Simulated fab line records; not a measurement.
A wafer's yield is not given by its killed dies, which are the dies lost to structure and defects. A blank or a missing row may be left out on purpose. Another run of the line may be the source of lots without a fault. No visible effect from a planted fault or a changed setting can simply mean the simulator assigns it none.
Check for tools in common -- flow sky130 -- 15 lots and 45 wafers in the sample

## WHY IT WAS OPENED
Of 15 lots, 3 have the reading VT_ADJUST_LVTN_2_TW flagged at SKY_VT_ADJUST_LVTN_TW_MEAS_21. Fault-free wafers read 189.5, with a standard deviation of 0.97.
Rule: a lot is flagged when every wafer of it that has a number lies more than 4 standard deviations from that mean, or none has a number. All remaining lots are regarded as sound.

lot,measured,on,"VT_ADJUST_LVTN_2_TW, wafer by wafer",flag
L108,day 7 16:15,film-metro-04,189.4 190.0 190.1,
L111,day 8 12:40,film-metro-04,30.3 30.3 30.3,FLAGGED
L112,day 8 17:01,film-metro-04,30.2 30.2 30.2,FLAGGED
L113,day 9 06:00,film-metro-04,30.3 30.1 30.1,FLAGGED
L117,day 10 09:27,film-metro-02,188.8 187.6 188.3,
L121,day 11 13:55,film-metro-04,189.4 189.7 189.8,
L123,day 12 03:16,film-metro-04,190.7 190.3 189.6,
L124,day 12 10:24,film-metro-01,190.4 190.4 190.6,
L125,day 12 11:13,film-metro-04,189.5 190.4 189.5,
L126,day 12 21:22,film-metro-04,189.7 189.4 189.9,
L127,day 13 07:07,film-metro-02,188.9 187.9 188.5,
L128,day 13 08:40,film-metro-02,188.8 188.2 188.3,
L129,day 14 02:37,film-metro-01,190.5 190.2 190.1,
L130,day 14 17:34,film-metro-04,189.9 189.0 189.5,
L131,day 14 17:49,film-metro-04,189.7 189.5 188.9,
Flagged lots average 30.2: -159.3 relative to the usual, that is -99 or more standard deviations.

## WHICH TOOL RAN EACH LOT
Before the reading, the record contains 3 process steps out of a 708-step route. Every cell lists first the tool, next ch and the chambers used by the sampled wafers, and last the start.
lot,flag,SKY_FIELD_ISO_CMP_27,SKY_VT_ADJUST_LVTN_STRIP_09,SKY_VT_ADJUST_LVTN_STRIP_20
L108,,"cmp-02 ch 0,1,2, day 2 08:34","plasma-asher-01 ch 0,1, day 6 20:55","plasma-asher-03 ch 0,1, day 7 16:09"
L111,FLAGGED,"cmp-02 ch 2,3, day 3 01:35","plasma-asher-01 ch 0,1, day 7 17:13","plasma-asher-04 ch 1, day 8 12:34"
L112,FLAGGED,"cmp-01 ch 0,1, day 3 05:21","plasma-asher-04 ch 0,1, day 7 20:25","plasma-asher-03 ch 0,1, day 8 16:55"
L113,FLAGGED,"cmp-02 ch 1,2,3, day 3 10:22","plasma-asher-01 ch 1, day 8 08:25","plasma-asher-01 ch 0,1, day 9 05:54"
L117,,"cmp-02 ch 0,1, day 4 10:47","plasma-asher-03 ch 0,1, day 9 11:46","plasma-asher-03 ch 0,1, day 10 09:21"
L121,,"cmp-01 ch 0,3, day 5 07:21","plasma-asher-01 ch 0,1, day 10 14:13","plasma-asher-01 ch 1, day 11 13:49"
L123,,"cmp-02 ch 0,1,3, day 5 18:03","plasma-asher-03 ch 0,1, day 11 02:49","plasma-asher-03 ch 1, day 12 03:09"
L124,,"cmp-02 ch 0,1, day 6 00:28","plasma-asher-04 ch 0,1, day 11 09:34","plasma-asher-01 ch 0,1, day 12 10:18"
L125,,"cmp-02 ch 0,1, day 6 01:55","plasma-asher-01 ch 0,1, day 11 10:16","plasma-asher-04 ch 0,1, day 12 11:07"
L126,,"cmp-02 ch 0,1,2, day 6 09:28","plasma-asher-01 ch 1, day 11 20:09","plasma-asher-01 ch 0,1, day 12 21:16"
L127,,"cmp-02 ch 0,2,3, day 6 15:40","plasma-asher-03 ch 0,1, day 12 05:27","plasma-asher-04 ch 0,1, day 13 07:01"
L128,,"cmp-02 ch 0,2, day 6 19:06","plasma-asher-03 ch 0,1, day 12 07:13","plasma-asher-01 ch 0,1, day 13 08:34"
L129,,"cmp-02 ch 0,1,2, day 7 02:01","plasma-asher-03 ch 0,1, day 13 00:25","plasma-asher-03 ch 0,1, day 14 02:31"
L130,,"cmp-01 ch 1,2,3, day 7 13:29","plasma-asher-03 ch 0,1, day 13 14:45","plasma-asher-03 ch 0,1, day 14 17:28"
L131,,"cmp-02 ch 1,2,3, day 7 13:32","plasma-asher-03 ch 0,1, day 13 15:08","plasma-asher-01 ch 0,1, day 14 17:44"
These steps, and what they do:
- SKY_FIELD_ISO_CMP_27: polishes, stops on Si3N4, t overpolish 16 s, target thk 457.8 nm.
- SKY_VT_ADJUST_LVTN_STRIP_09: strips in O2/N2.
- SKY_VT_ADJUST_LVTN_STRIP_20: strips in O2/N2.
- SKY_VT_ADJUST_LVTN_TW_MEAS_21

## FLAGGED AGAINST TOTAL, ONE TOOL AT A TIME (gauges that did the reading follow at the end)
step,tool,lots run,flagged,share of the flagged lots,sound lots run after its first flagged lot
SKY_FIELD_ISO_CMP_27,cmp-01,3,1,some,"2 (L121,L130)"
SKY_FIELD_ISO_CMP_27,cmp-02,12,2,some,"9 (L117,L123,L124,L125,L126,L127,L128,L129,L131)"
SKY_VT_ADJUST_LVTN_STRIP_09,plasma-asher-01,6,2,some,"3 (L121,L125,L126)"
SKY_VT_ADJUST_LVTN_STRIP_09,plasma-asher-03,7,0,none,-
SKY_VT_ADJUST_LVTN_STRIP_09,plasma-asher-04,2,1,some,1 (L124)
SKY_VT_ADJUST_LVTN_STRIP_20,plasma-asher-01,6,1,some,"5 (L121,L124,L126,L128,L131)"
SKY_VT_ADJUST_LVTN_STRIP_20,plasma-asher-03,6,1,some,"4 (L117,L123,L129,L130)"
SKY_VT_ADJUST_LVTN_STRIP_20,plasma-asher-04,3,1,some,"2 (L125,L127)"
SKY_VT_ADJUST_LVTN_TW_MEAS_21,film-metro-01,2,0,none,-
SKY_VT_ADJUST_LVTN_TW_MEAS_21,film-metro-02,3,0,none,-
SKY_VT_ADJUST_LVTN_TW_MEAS_21,film-metro-04,10,3,all,"6 (L121,L123,L125,L126,L130,L131)"

## WHAT IS ALLOWED BY THE TABLE
All flagged lots share 1 row of the table, namely film-metro-04 at SKY_VT_ADJUST_LVTN_TW_MEAS_21.
- film-metro-04 at SKY_VT_ADJUST_LVTN_TW_MEAS_21: 3 of its 10 lots flagged. After the first flagged lot (L121, L123, L125, L126, L130, L131), sound lots still ran on it; a lasting fault on the whole tool would not permit that.
Every row of the table either missed a flagged lot or ran a sound lot after the first.

## WHAT THE SIMULATOR HAD INSERTED
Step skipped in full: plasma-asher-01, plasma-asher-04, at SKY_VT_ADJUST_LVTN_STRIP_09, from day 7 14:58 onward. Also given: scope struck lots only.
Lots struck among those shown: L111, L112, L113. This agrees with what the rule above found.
